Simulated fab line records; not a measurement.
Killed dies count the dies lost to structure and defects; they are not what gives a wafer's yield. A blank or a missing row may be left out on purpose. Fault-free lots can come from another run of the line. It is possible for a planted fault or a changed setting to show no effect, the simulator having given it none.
fab line records	flow sky130
record: lots: 6	wafers: 18	lastDay: 50
route steps=708 shown VT_ADJUST_HVTP@88 VT_ADJUST_LVTN@97 PAD_OPEN@708
lots untouched by any fault: they come from a run of this same line in which no faults occurred
startH: the number of hours between the record's first day and the start of the first shown wafer of the lot	waitH: time in hours since the lot's previous step	" repeats the value in the row above	L1.1+2: one row covering several wafers at once	- no value, or no start given	* or withheld: withheld	< > ~ a bound
route shown NAME@n: names a module that has steps shown in the file, with the first one's number in the route	usual: the fault-free wafers' mean and standard deviation	same: alike in all rows	chamber/n: place in a boat	sites: per-site readings	_std_site: standard deviation across them	_edge_site: the outer-site mean with the inner-site mean subtracted	radiusMm: how far each site lies from the wafer's centre	mask NAME#n: copy n	behind: tool/chamber where the wafer was last shaped	hold: why the lot was held/for how many hours/how that ended	device: transistor that didn't switch, given as n, p or np	end of line: the route-end tests of the same wafers	step lacking rows: just its recipe	killed: dies lost to structure and defects at the first sort, not the wafer's yield	map: shows each die of a wafer: x if killed, . if not, _ if none is there
set.NAME: the setting as run; set.NAME@STEP: as run at that earlier step	model.NAME: the simulator's own value behind a step, which no gauge read
lots seen at some steps along the route; tables by step, rows by wafer
services: when a tool's chamber went out of use (startH, in hours from the record's first day, below 0 if earlier), for how many hours, and the reason
== steps ==
step: SKY_VT_ADJUST_HVTP_SOFTBAKE_03
recipe: tempC: 90	timeS: 60	resist: NOVOLAK
step: SKY_VT_ADJUST_HVTP_EXPOSE_04
recipe: maskId: HVTPM	na: 0.6	sourceShape: conventional	sigmaOuter: 0.6	polarization: unpolarized	targetCdNm: 380	doseMj: 140
step: SKY_VT_ADJUST_HVTP_PEB_05
recipe: tempC: withheld	timeS: *	resist: NOVOLAK
step: SKY_VT_ADJUST_HVTP_DEVELOP_06
recipe: resist: NOVOLAK	developer: TMAH	developTimeS: 60	devTempC: 23
step: SKY_VT_ADJUST_HVTP_CD_MEAS_07
recipe: targetCdNm: 380
usual: cdNm: 380.4/2.5
lot.wafer	tool	chamber	startH	waitH	cdNm
L335.1	cdSem-01	-	146.15	0.1	380.6
L335.4	"	-	"	"	378.3
L335.6	"	-	"	"	382.0
L337.1	cdSem-02	-	153.83	0.1	381.8
L337.3	"	-	"	"	381.7
L337.6	"	-	"	"	382.9
L351.3	cdSem-02	-	249.19	0.1	378.0
L351.4	"	-	"	"	375.7
L351.5	"	-	"	"	374.3
L353.2	cdSem-01	-	257.50	0.1	381.3
L353.4	"	-	"	"	381.5
L353.6	"	-	"	"	381.6
L354.2	cdSem-01	-	260.07	0.1	378.3
L354.3	"	-	"	"	378.9
L354.4	"	-	"	"	376.8
L355.1	cdSem-02	-	265.78	0.1	378.3
L355.5	"	-	"	"	378.2
L355.6	"	-	"	"	380.7
step: SKY_VT_ADJUST_HVTP_OVL_MEAS_08
usual: VT_ADJUST_HVTP_OVL: 0.0/1.2
lot.wafer	tool	chamber	startH	waitH	VT_ADJUST_HVTP_OVL[nm]
L335.1	overlay-01	-	146.27	0.1	-0.4
L335.4	"	-	"	"	-1.9
L335.6	"	-	"	"	1.2
L337.1	overlay-01	-	153.95	0.1	-0.4
L337.3	"	-	"	"	0.2
L337.6	"	-	"	"	0.8
L351.3	overlay-02	-	249.29	0.1	0.8
L351.4	"	-	"	"	-0.7
L351.5	"	-	"	"	1.6
L353.2	overlay-02	-	257.61	0.1	-1.9
L353.4	"	-	"	"	-2.6
L353.6	"	-	"	"	-0.6
L354.2	overlay-02	-	260.18	0.1	0.2
L354.3	"	-	"	"	-0.5
L354.4	"	-	"	"	0.2
L355.1	overlay-01	-	265.90	0.1	-0.9
L355.5	"	-	"	"	-0.1
L355.6	"	-	"	"	0.0
step: SKY_VT_ADJUST_HVTP_IMPLANT_09
recipe: species: As	energyKev: 150	doseCm2: 4.3e+12	tiltDeg: withheld
step: SKY_VT_ADJUST_HVTP_STRIP_10
recipe: chemistry: O2/N2	powerW: 1400	pressureMtorr: 1500	platenTempC: withheld	o2FlowSccm: 3000	n2FlowSccm: 300	overashFraction: 0.5
usual: drypumpMotorCurrentA: 5.8/0.34	oesProductAu: 0.716/0.0047	stripTimeToEndpointS: 14.19/0.036
lot.wafer	tool	chamber	startH	waitH	drypumpMotorCurrentA	oesProductAu	rfHoursCounterH	stripTimeToEndpointS
L335.1	plasmaAsher-01	1	146.45	0.1	5.4	0.722	43	14.12
L335.4	"	0	"	"	6.3	0.718	-	14.14
L335.6	"	0	"	"	6.4	0.708	-	14.15
L337.1	plasmaAsher-02	0	154.14	0.1	5.6	0.712	48	14.12
L337.3	"	1	"	"	5.8	0.715	-	14.17
L337.6	"	1	"	"	5.8	0.715	-	14.14
L351.3	plasmaAsher-04	1	249.49	0.1	5.6	0.718	-	14.14
L351.4	"	0	"	"	6.0	0.714	-	14.14
L351.5	"	0	"	"	6.0	0.712	-	14.20
L353.2	plasmaAsher-01	1	257.79	0.1	5.4	0.719	55	14.19
L353.4	"	0	"	"	6.3	0.717	-	14.24
L353.6	"	1	"	"	5.4	0.711	-	14.23
L354.2	plasmaAsher-02	0	260.36	0.1	5.6	0.717	61	14.19
L354.3	"	0	"	"	5.6	0.721	-	14.18
L354.4	"	1	"	"	5.8	0.717	-	14.16
L355.1	plasmaAsher-01	1	266.09	0.1	5.4	0.711	56	14.21
L355.5	"	0	"	"	6.4	0.710	-	14.23
L355.6	"	1	"	"	5.4	0.721	-	14.23
step: SKY_VT_ADJUST_HVTP_TW_MEAS_11
usual: VT_ADJUST_HVTP_TW: 1359/23
lot.wafer	tool	chamber	startH	waitH	VT_ADJUST_HVTP_TW
L335.1	filmMetro-01	-	146.55	0.1	1339
L335.4	"	-	"	"	1347
L335.6	"	-	"	"	1356
L337.1	filmMetro-03	-	154.24	0.1	1382
L337.3	"	-	"	"	1377
L337.6	"	-	"	"	1378
L351.3	filmMetro-01	-	249.58	0.1	1330
L351.4	"	-	"	"	1327
L351.5	"	-	"	"	1340
L353.2	filmMetro-01	-	257.90	0.1	1335
L353.4	"	-	"	"	1330
L353.6	"	-	"	"	1332
L354.2	filmMetro-04	-	260.47	0.1	1389
L354.3	"	-	"	"	1384
L354.4	"	-	"	"	1382
L355.1	filmMetro-03	-	266.19	0.1	1369
L355.5	"	-	"	"	1368
L355.6	"	-	"	"	1367
step: SKY_VT_ADJUST_LVTN_DEHYDRATE_00
recipe: tempC: 200	timeS: 60
step: SKY_VT_ADJUST_LVTN_HMDS_01
recipe: primeTimeS: 60	primeTempC: 120
step: SKY_VT_ADJUST_LVTN_COAT_02
recipe: spinRpm: 2000	resistThkNm: 3000
step: SKY_VT_ADJUST_LVTN_SOFTBAKE_03
recipe: tempC: 110	timeS: withheld
usual: heaterPowerTotalW: 65.34/0.13	plateTempC: 109.98/0.13
lot.wafer	tool	chamber	startH	waitH	heaterPowerTotalW	plateTempC
L335.1	lithoTrack-01	0	157.10	0.1	65.14	109.64
L335.4	"	0	"	"	65.54	109.71
L335.6	"	0	"	"	65.61	109.53
L337.1	lithoTrack-04	0	164.28	0.1	65.15	110.16
L337.3	"	0	"	"	65.33	109.92
L337.6	"	0	"	"	65.58	109.91
L351.3	lithoTrack-04	0	260.85	0.1	58.62	101.29
L351.4	"	0	"	"	58.43	101.35
L351.5	"	0	"	"	58.28	101.28
L353.2	lithoTrack-04	0	270.01	0.1	58.49	101.44
L353.4	"	0	"	"	58.38	101.41
L353.6	"	0	"	"	58.44	101.44
L354.2	lithoTrack-01	0	272.93	0.1	65.43	109.97
L354.3	"	0	"	"	65.12	109.88
L354.4	"	0	"	"	65.47	110.00
L355.1	lithoTrack-03	0	278.90	0.1	65.29	109.91
L355.5	"	0	"	"	65.18	109.73
L355.6	"	0	"	"	65.22	109.98
step: SKY_VT_ADJUST_LVTN_EXPOSE_04
recipe: maskId: NWM_COMPLEMENT_LESS_NATIVE	na: 0.6	sourceShape: conventional	sigmaOuter: 0.6	polarization: unpolarized	targetCdNm: 840	doseMj: 194
step: SKY_VT_ADJUST_LVTN_PEB_05
recipe: tempC: 115	timeS: withheld
step: SKY_VT_ADJUST_LVTN_DEVELOP_06
recipe: wallAngleDeg: 90	developer: TMAH	developTimeS: 60	devTempC: 23
lot.wafer	tool	chamber	startH	waitH	model.coat_of_VT_ADJUST_LVTN_COAT_02.thkNm
L335.1	lithoTrack-01	0	-	-	3007
L335.4	"	0	"	"	2994
L335.6	"	0	"	"	3002
L337.1+6	lithoTrack-04	0	-	-	2991
L337.3	"	0	"	"	2988
L351.3	lithoTrack-03	0	-	-	3066
L351.4	"	0	"	"	3067
L351.5	"	0	"	"	3072
L353.2	lithoTrack-03	0	-	-	3072
L353.4	"	0	"	"	3076
L353.6	"	0	"	"	3057
L354.2	lithoTrack-01	0	-	-	2998
L354.3	"	0	"	"	3000
L354.4	"	0	"	"	2987
L355.1	lithoTrack-03	0	-	-	2987
L355.5	"	0	"	"	2993
L355.6	"	0	"	"	2979
step: SKY_VT_ADJUST_LVTN_OVL_MEAS_07
usual: VT_ADJUST_LVTN_OVL: 0.1/1.4
lot.wafer	tool	chamber	startH	waitH	VT_ADJUST_LVTN_OVL[nm]
L335.1	overlay-01	-	167.30	-	0.6
L335.4	"	-	"	"	-0.2
L335.6	"	-	"	"	2.0
L337.1	overlay-01	-	175.48	-	0.1
L337.3	"	-	"	"	-0.6
L337.6	"	-	"	"	2.4
L351.3	overlay-01	-	273.47	-	-0.8
L351.4	"	-	"	"	-2.2
L351.5	"	-	"	"	-2.0
L353.2	overlay-01	-	282.31	-	-0.2
L353.4	"	-	"	"	-0.7
L353.6	"	-	"	"	0.6
L354.2	overlay-01	-	285.10	-	-0.3
L354.3	"	-	"	"	1.3
L354.4	"	-	"	"	1.6
L355.1	overlay-01	-	291.20	-	0.5
L355.5	"	-	"	"	-0.5
L355.6	"	-	"	"	1.6
step: SKY_VT_ADJUST_LVTN_IMPLANT_08
recipe: species: B	energyKev: 30	doseCm2: 1.537e+12	tiltDeg: withheld
step: SKY_VT_ADJUST_LVTN_STRIP_09
recipe: chemistry: O2/N2	powerW: 1400	pressureMtorr: 1500	platenTempC: withheld	o2FlowSccm: 3000	n2FlowSccm: 300	overashFraction: 0.5
usual: drypumpMotorCurrentA: 5.68/0.3	oesProductAu: 0.723/0.0042	stripTimeToEndpointS: 36.91/0.099
lot.wafer	tool	chamber	startH	waitH	drypumpMotorCurrentA	oesProductAu	rfHoursCounterH	stripTimeToEndpointS
L335.1	plasmaAsher-04	1	167.48	0.1	5.66	0.720	5	37.02
L335.4	"	0	"	"	5.98	0.716	-	36.89
L335.6	"	0	"	"	5.96	0.724	-	36.98
L337.1	plasmaAsher-03	0	175.67	0.1	5.05	0.726	37	36.86
L337.3	"	0	"	"	5.04	0.729	-	36.82
L337.6	"	1	"	"	6.03	0.724	-	36.87
L351.3	plasmaAsher-02	0	273.67	0.1	5.59	0.718	-	37.69
L351.4	"	1	"	"	5.74	0.720	-	37.72
L351.5	"	0	"	"	5.59	0.719	-	37.79
L353.2	plasmaAsher-02	0	282.49	0.1	5.62	0.714	63	37.76
L353.4	"	1	"	"	5.79	0.730	-	37.83
L353.6	"	0	"	"	5.60	0.723	-	37.58
L354.2	plasmaAsher-02	1	285.28	0.1	5.78	0.719	64	36.95
L354.3	"	0	"	"	5.59	0.719	-	36.94
L354.4	"	1	"	"	5.77	0.724	-	36.81
L355.1	plasmaAsher-04	1	291.50	0.1	5.69	0.726	10	36.80
L355.5	"	1	"	"	5.69	0.725	-	36.88
L355.6	"	0	"	"	6.02	0.718	-	36.71
step: SKY_VT_ADJUST_LVTN_TW_MEAS_10
usual: VT_ADJUST_LVTN_TW: 243/3.3
lot.wafer	tool	chamber	startH	waitH	VT_ADJUST_LVTN_TW
L335.1	filmMetro-02	-	167.58	0.1	235
L335.4	"	-	"	"	235
L335.6	"	-	"	"	235
L337.1	filmMetro-03	-	175.77	0.1	245
L337.3	"	-	"	"	245
L337.6	"	-	"	"	246
L351.3	filmMetro-04	-	273.76	0.1	245
L351.4	"	-	"	"	244
L351.5	"	-	"	"	245
L353.2	filmMetro-04	-	282.60	0.1	243
L353.4	"	-	"	"	243
L353.6	"	-	"	"	245
L354.2	filmMetro-03	-	285.39	0.1	242
L354.3	"	-	"	"	242
L354.4	"	-	"	"	242
L355.1	filmMetro-04	-	291.60	0.1	242
L355.5	"	-	"	"	243
L355.6	"	-	"	"	241
step: SKY_PAD_OPEN_PROBE_99
usual: killed_at_M0_to_M3: 43/7.5	killed_at_M4_up: 3.2/1.9	killedAtContacts: 24/4.9	killedAtFrontEnd: 15/4.3	killedAtOther: 0.4/0.72	killedDies: 86/9.1	killedOpen: 47/6.5	killedShort: 39/6.5
same: grossDies: 492	killedAtBackSide: 0
lot.wafer	tool	chamber	startH	waitH	killed_at_M0_to_M3	killed_at_M4_up	killedAtContacts	killedAtFrontEnd	killedAtOther	killedDies	killedOpen	killedShort
L335.1	prober-01	-	1113.11	0.1	47	6	18	20	1	92	49	41
L335.4	prober-01	-	1113.26	0.2	48	2	25	17	3	95	48	47
L335.6	prober-01	-	1113.36	0.2	55	4	22	15	0	96	45	51
L337.1	prober-02	-	1113.85	0.1	43	2	21	19	1	86	40	46
L337.3	prober-02	-	1113.95	0.2	36	2	26	18	1	83	46	37
L337.6	prober-02	-	1114.10	0.2	53	3	32	16	1	105	61	43
L351.3	prober-02	-	1192.71	0.2	35	3	27	18	0	83	48	35
L351.4	prober-02	-	1192.76	0.2	36	4	18	18	0	76	47	29
L351.5	prober-02	-	1192.81	0.2	36	4	18	14	0	72	42	30
L353.2	prober-01	-	1200.85	0.1	51	1	17	15	1	85	48	37
L353.4	prober-01	-	1200.95	0.2	28	4	30	15	0	77	42	34
L353.6	prober-01	-	1201.05	0.2	38	1	22	20	1	82	43	39
L355.1	prober-01	-	1207.90	0.1	59	2	17	8	0	86	49	37
L355.5	prober-01	-	1208.10	0.2	46	5	22	9	0	82	43	39
L355.6	prober-01	-	1208.15	0.2	45	4	30	16	0	95	54	40
killed by level:class
L335.1 CONTACT:geometricParticle:open=10 VIA1:geometricParticle:open=8 VIA3:geometricParticle:open=7 FIELD_ISO:geometricParticle:open=6 VIA2:geometricParticle:open=6 VIA3:geometricParticle:short=5 METAL3:geometricParticle:short=5 FIELD_ISO:geometricParticle:short=4
L335.4 VIA1:geometricParticle:open=10 VIA2:geometricParticle:open=9 CONTACT:geometricParticle:open=8 METAL1:geometricParticle:short=8 FIELD_ISO:geometricParticle:short=6 LI_CONTACT:geometricParticle:open=6 FIELD_ISO:geometricParticle:open=5 VIA3:geometricParticle:open=5
L335.6 CONTACT:geometricParticle:open=11 VIA1:geometricParticle:open=9 FIELD_ISO:geometricParticle:short=8 VIA2:geometricParticle:open=8 VIA3:geometricParticle:open=8 METAL1:geometricParticle:short=7 METAL2:geometricParticle:short=6 VIA1:geometricParticle:short=6
L337.1 VIA1:geometricParticle:open=11 VIA1:geometricParticle:short=7 FIELD_ISO:geometricParticle:short=6 VIA2:geometricParticle:short=6 CONTACT:geometricParticle:open=6 VIA2:geometricParticle:open=6 FIELD_ISO:geometricParticle:open=5 POLY_GATE:geometricParticle:short=5
L337.3 VIA1:geometricParticle:open=10 CONTACT:geometricParticle:open=9 VIA3:geometricParticle:short=7 VIA3:geometricParticle:open=7 POLY_GATE:geometricParticle:open=6 LI_CONTACT:geometricParticle:short=6 FIELD_ISO:geometricParticle:open=5 POLY_GATE:geometricParticle:short=4
L337.6 VIA2:geometricParticle:open=10 VIA1:geometricParticle:open=10 CONTACT:geometricParticle:open=10 VIA3:geometricParticle:open=9 LI_CONTACT:geometricParticle:open=8 METAL1:geometricParticle:short=6 METAL3:geometricParticle:short=6 FIELD_ISO:geometricParticle:open=5
L351.3 VIA3:geometricParticle:open=8 CONTACT:geometricParticle:open=7 CONTACT:geometricParticle:short=7 VIA2:geometricParticle:open=7 LOCAL_INTERCONNECT:geometricParticle:short=6 POLY_GATE:geometricParticle:open=5 LI_CONTACT:geometricParticle:open=5 VIA1:geometricParticle:open=5
L351.4 VIA1:geometricParticle:open=10 POLY_GATE:geometricParticle:open=8 VIA1:geometricParticle:short=6 CONTACT:geometricParticle:short=5 CONTACT:geometricParticle:open=5 FIELD_ISO:geometricParticle:open=4 LI_CONTACT:geometricParticle:open=4 VIA2:geometricParticle:open=4
L351.5 VIA1:geometricParticle:open=7 CONTACT:geometricParticle:open=6 VIA2:geometricParticle:short=6 VIA3:geometricParticle:open=6 LI_CONTACT:geometricParticle:open=5 METAL2:geometricParticle:short=5 METAL3:geometricParticle:short=5 FIELD_ISO:geometricParticle:open=4
L353.2 VIA1:geometricParticle:open=16 LI_CONTACT:geometricParticle:open=8 POLY_GATE:geometricParticle:short=6 METAL2:geometricParticle:short=5 FIELD_ISO:geometricParticle:open=4 CONTACT:geometricParticle:open=4 VIA1:geometricParticle:short=4 METAL1:geometricParticle:short=4
L353.4 LI_CONTACT:geometricParticle:open=10 CONTACT:geometricParticle:open=8 VIA2:geometricParticle:open=6 FIELD_ISO:geometricParticle:short=5 CONTACT:geometricParticle:short=5 METAL1:geometricParticle:short=5 FIELD_ISO:geometricParticle:open=4 LOCAL_INTERCONNECT:geometricParticle:open=4
L353.6 CONTACT:geometricParticle:open=9 VIA1:geometricParticle:open=7 LI_CONTACT:geometricParticle:open=6 POLY_GATE:geometricParticle:short=5 METAL1:geometricParticle:short=5 VIA2:geometricParticle:short=5 FIELD_ISO:geometricParticle:short=4 FIELD_ISO:geometricParticle:open=4
L355.1 VIA1:geometricParticle:open=14 VIA2:geometricParticle:open=11 LOCAL_INTERCONNECT:geometricParticle:short=7 METAL1:geometricParticle:short=7 METAL2:geometricParticle:short=7 METAL3:geometricParticle:short=6 VIA3:geometricParticle:open=6 LI_CONTACT:geometricParticle:open=5
L355.5 METAL2:geometricParticle:short=11 VIA1:geometricParticle:open=9 CONTACT:geometricParticle:open=8 VIA3:geometricParticle:open=7 LI_CONTACT:geometricParticle:open=5 FIELD_ISO:geometricParticle:open=4 CONTACT:geometricParticle:short=4 METAL1:geometricParticle:short=4
L355.6 CONTACT:geometricParticle:open=14 VIA1:geometricParticle:open=9 LI_CONTACT:geometricParticle:open=7 VIA2:geometricParticle:open=7 FIELD_ISO:geometricParticle:short=6 FIELD_ISO:geometricParticle:open=5 CONTACT:geometricParticle:short=5 METAL1:geometricParticle:short=5
== services ==
tool	chamber	startH	hours	kind
plasmaAsher-04	-	187.45	57.9	repair
plasmaAsher-01	-	206.61	5.0	repair
plasmaAsher-04	-	253.38	13.3	repair
== key ==
firstSign: step: SKY_VT_ADJUST_LVTN_SOFTBAKE_03	reading: plateTempC	direction: down	sigmas: 67	usual: *	struck: *
effect: step: SKY_VT_ADJUST_LVTN_SOFTBAKE_03	reading: heaterPowerTotalW	direction: down	sigmas: 51	usual: *	struck: *
effect: step: SKY_VT_ADJUST_LVTN_STRIP_09	reading: stripTimeToEndpointS	direction: up	sigmas: 8.3	usual: *	struck: *
modelEffect: step: SKY_VT_ADJUST_LVTN_DEVELOP_06	value: coat_of_VT_ADJUST_LVTN_COAT_02.thkNm	without: 2998	struck: 3068
metAt SKY_VT_ADJUST_LVTN_SOFTBAKE_03
struckWafers L351.3,L351.4,L351.5,L353.2,L353.4,L353.6
testerLeftOut L351,L353
onsetBetween 164.28 260.85
fault: kind: processParameterDrift	tool: lithoTrack-04	chamber: -	onsetH: 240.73	steps: SKY_VT_ADJUST_LVTN_SOFTBAKE_03	channel: tempC	offset: *	shape: step	endH: 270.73	actsIn: *	stated: *
testerLeftOut: of these lots the tester's yield and bins aren't shown, on N5 and GAA mostly nor the transistor test; their killed dies are dies lost to structure and defects alone, not to doping, threshold or leakage, so they don't give the yield
